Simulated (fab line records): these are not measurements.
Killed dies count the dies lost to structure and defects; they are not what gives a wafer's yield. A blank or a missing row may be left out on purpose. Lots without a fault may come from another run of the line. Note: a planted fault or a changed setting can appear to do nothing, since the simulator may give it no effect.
Problem report, 8D (eight disciplines) form, completed by code	flow gf180mcu	the parts of the form that need people (team, actions taken, sign-off) are left out

1. WHAT IS WRONG
TOP_METAL_ALCU_RS at GF_TOP_METAL_RS_MEAS_05 reads a mean of 0.0508 ohm/sq on 1 wafer of 1 lot; wafers without a fault read 0.0329 ohm/sq with a standard deviation of 0.00044. Relative to the usual mean, that is a shift of +41 standard deviations.
The step: measures by four-point-probe.
First observed at day 32 04:40: wafer L266.6, on film_metro-02. The record holds 36 wafers of 12 lots with a number at this step. Rule for "out", or "out of limits": more than 4 standard deviations from the usual mean. The other wafers with a number count as sound.

2. WHAT THIS IS AND IS NOT
question	is	is not
which readings at this step	TOP_METAL_ALCU_RS	-
which lots	L266	L249, L250, L253, L254, L255, L256, L258, L259, L260, L261, L265
which wafers of those lots	L266.6	L266.1, L266.2
read on which gauges	film_metro-02	film_metro-03, film_metro-04
when	from day 32 04:40	up to then (35 sound wafers)

3. THE SUSPECTS, EACH WITH WHAT RULES IT OUT
Counting: any tool at a process step up to the reading remains a suspect provided it ran every lot that is out. Sound lots after the first of them don't rule it out here, since some wafers of a struck lot are sound.
- the gauge at GF_TOP_METAL_RS_MEAS_05: kept. All the wafers that are out were read on film_metro-02, and no step on other tools shows them out.
- rie_diel-02 at GF_V5_ETCH_17 (etches SiO2 in C4F8/O2/Ar, stops on TiN, target depth 855 nm): kept. It ran the lot that is out, L266 (day 32 03:22); its last sound lot up to then is L261 (day 30 19:41). Because GF_V5_ETCH_17 lacks a start for some lots, the hours and order of its lots are taken from GF_V5_SPUTTER_22.
- pvd_sputter-01 at GF_V5_SPUTTER_22 (material TiN, target thk 10 nm, time 40 s): kept. It ran the lot that is out, L266 (day 32 03:22); its last sound lot up to then is L261 (day 30 19:41).
- pvd_sputter-04 at GF_TOP_METAL_SPUTTER_02 (material AlCu, target thk 900 nm, time 47.82 s): kept. It ran the lot that is out, L266 (day 32 04:35); its last sound lot up to then is L258 (day 29 22:22).
- At GF_V5_ETCH_17, inside rie_diel-02: chamber 3 took the wafers that are out, while their sound lot-mates went through chambers 0, 1.
Left after counting: rie_diel-02 at GF_V5_ETCH_17, pvd_sputter-01 at GF_V5_SPUTTER_22, pvd_sputter-04 at GF_TOP_METAL_SPUTTER_02, film_metro-02 at GF_TOP_METAL_RS_MEAS_05.

4. THE CAUSE (what the simulator had put in)
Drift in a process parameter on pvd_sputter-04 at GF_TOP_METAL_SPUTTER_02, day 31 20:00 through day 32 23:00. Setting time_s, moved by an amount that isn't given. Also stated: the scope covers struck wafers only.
Of the 4 suspects that counting leaves, this tool is one.

5. THE EFFECT CHAIN, in route order
One row per reading whose mean, taken over the struck wafers that have a number, lies over 3 standard deviations from the usual. Only readings for which the record gives a usual standard deviation are gone through. hours: the time from each lot's start at the first step in this table that gives one to its start at this step, as a median over the lots. sigmas: the change in usual standard deviations.
hours	step	reading	usual	on struck wafers	change	sigmas
0	GF_TOP_METAL_RS_MEAS_05	TOP_METAL_ALCU_RS	0.0329 ohm/sq	0.0508	+0.0179	+41
0	GF_TOP_METAL_THK_MEAS_06	TOP_METAL_ALCU_THK	885 nm	576	-309	-26

6. WHAT WOULD HAVE CAUGHT IT SOONER
9 hours passed between the start of the fault at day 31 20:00 and the first reading out of limits at a measuring or inspecting step in this record, taken at day 32 04:40.
No tool reading at GF_TOP_METAL_SPUTTER_02 that has a usual standard deviation in the record was out on any struck wafer, so an alarm limit of 4 standard deviations on those readings would not have fired.
The start of GF_TOP_METAL_SPUTTER_02 on pvd_sputter-04 came by day 32 04:40 for every one of the lots that are out (1). Tool hold at that time: it would have spared none of them.
